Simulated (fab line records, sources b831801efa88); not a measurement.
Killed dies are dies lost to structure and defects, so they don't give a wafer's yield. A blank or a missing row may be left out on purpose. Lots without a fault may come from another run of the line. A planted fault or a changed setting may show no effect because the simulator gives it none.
Which tool did it? | flow gf180mcu | 6 lots, 18 wafers sampled, at 4 steps of a route of 602

WHAT THE GAUGES READ, wafer by wafer
GF_HV_LDD_CD_MEAS_07: target cd 400 nm.
lot  | measured     | on        | cd_nm (nm)
L137 | day 10 21:24 | cd_sem-01 | 400.1 402.3 399.5
L142 | day 12 10:51 | cd_sem-01 | 399.9 395.9 399.0
L145 | day 13 08:43 | cd_sem-01 | 400.6 399.9 402.1
L146 | day 13 18:19 | cd_sem-01 | 394.7 394.7 396.0
L151 | day 15 10:28 | cd_sem-02 | 376.2 376.2 376.1
L153 | day 16 01:26 | cd_sem-01 | 375.6 377.1 375.3

WHICH TOOL RAN EACH LOT (tool, then ch and the chambers of the sampled wafers, then the start)
lot  | GF_POLY_GATE_ETCH_12               | GF_POLY_GATE_STRIP_14                | GF_HV_LDD_DEVELOP_06
L137 | rie_diel-02 ch 0,1,3, day 10 01:15 | plasma_asher-02 ch 0,1, day 10 01:22 | litho_track-02 ch 0, day 10 21:15
L142 | rie_diel-04 ch 0,2,3, day 11 14:35 | plasma_asher-01 ch 0,1, day 11 14:41 | litho_track-04 ch 0, day 12 10:42
L145 | rie_diel-03 ch 2,3, day 12 10:52   | plasma_asher-02 ch 0,1, day 12 11:00 | litho_track-04 ch 0, day 13 08:34
L146 | rie_diel-02 ch 0,1, day 12 20:35   | plasma_asher-04 ch 0,1, day 12 20:41 | litho_track-02 ch 0, day 13 18:11
L151 | rie_diel-04 ch 1,2,3, day 14 10:58 | plasma_asher-04 ch 0,1, day 14 11:04 | litho_track-04 ch 0, day 15 10:19
L153 | rie_diel-02 ch 0,3, day 15 00:21   | plasma_asher-04 ch 0,1, day 15 00:29 | litho_track-04 ch 0, day 16 01:17
- GF_POLY_GATE_ETCH_12: etches BARC in N2/H2.
- GF_POLY_GATE_STRIP_14: strips in O2/N2.
- GF_HV_LDD_DEVELOP_06: develop time 60 s.

THE ANSWER, worked out from the rows above alone
Rule: what is usual is taken from the lots themselves. Put in order of their means at a reading, lots are off if they are a third of the lots or fewer, leave a main group of 4 or more, and stand apart from it by a gap of 3 or more times the standard deviation of the main group's means; of several such gaps the widest counts. A main group whose means are all the same, to the digits that the tables above print for the reading, isn't used. A lot without any number at a reading at which 4 lots or more have one is off too. The other lots that the step has rows for count as sound.
Off: L151, L153, at GF_HV_LDD_CD_MEAS_07 (cd_nm). The main group: mean 398.7 nm, standard deviation 2.3.
A tool fits if, at a process step before that reading, it ran every lot that is off, and no sound lot after the first of them. The gauges at GF_HV_LDD_CD_MEAS_07 are tried like those tools. Can't be told from this: 2 tools fit, plasma_asher-04 at GF_POLY_GATE_STRIP_14, litho_track-04 at GF_HV_LDD_DEVELOP_06.

WHAT THE SIMULATOR HAD PUT IN
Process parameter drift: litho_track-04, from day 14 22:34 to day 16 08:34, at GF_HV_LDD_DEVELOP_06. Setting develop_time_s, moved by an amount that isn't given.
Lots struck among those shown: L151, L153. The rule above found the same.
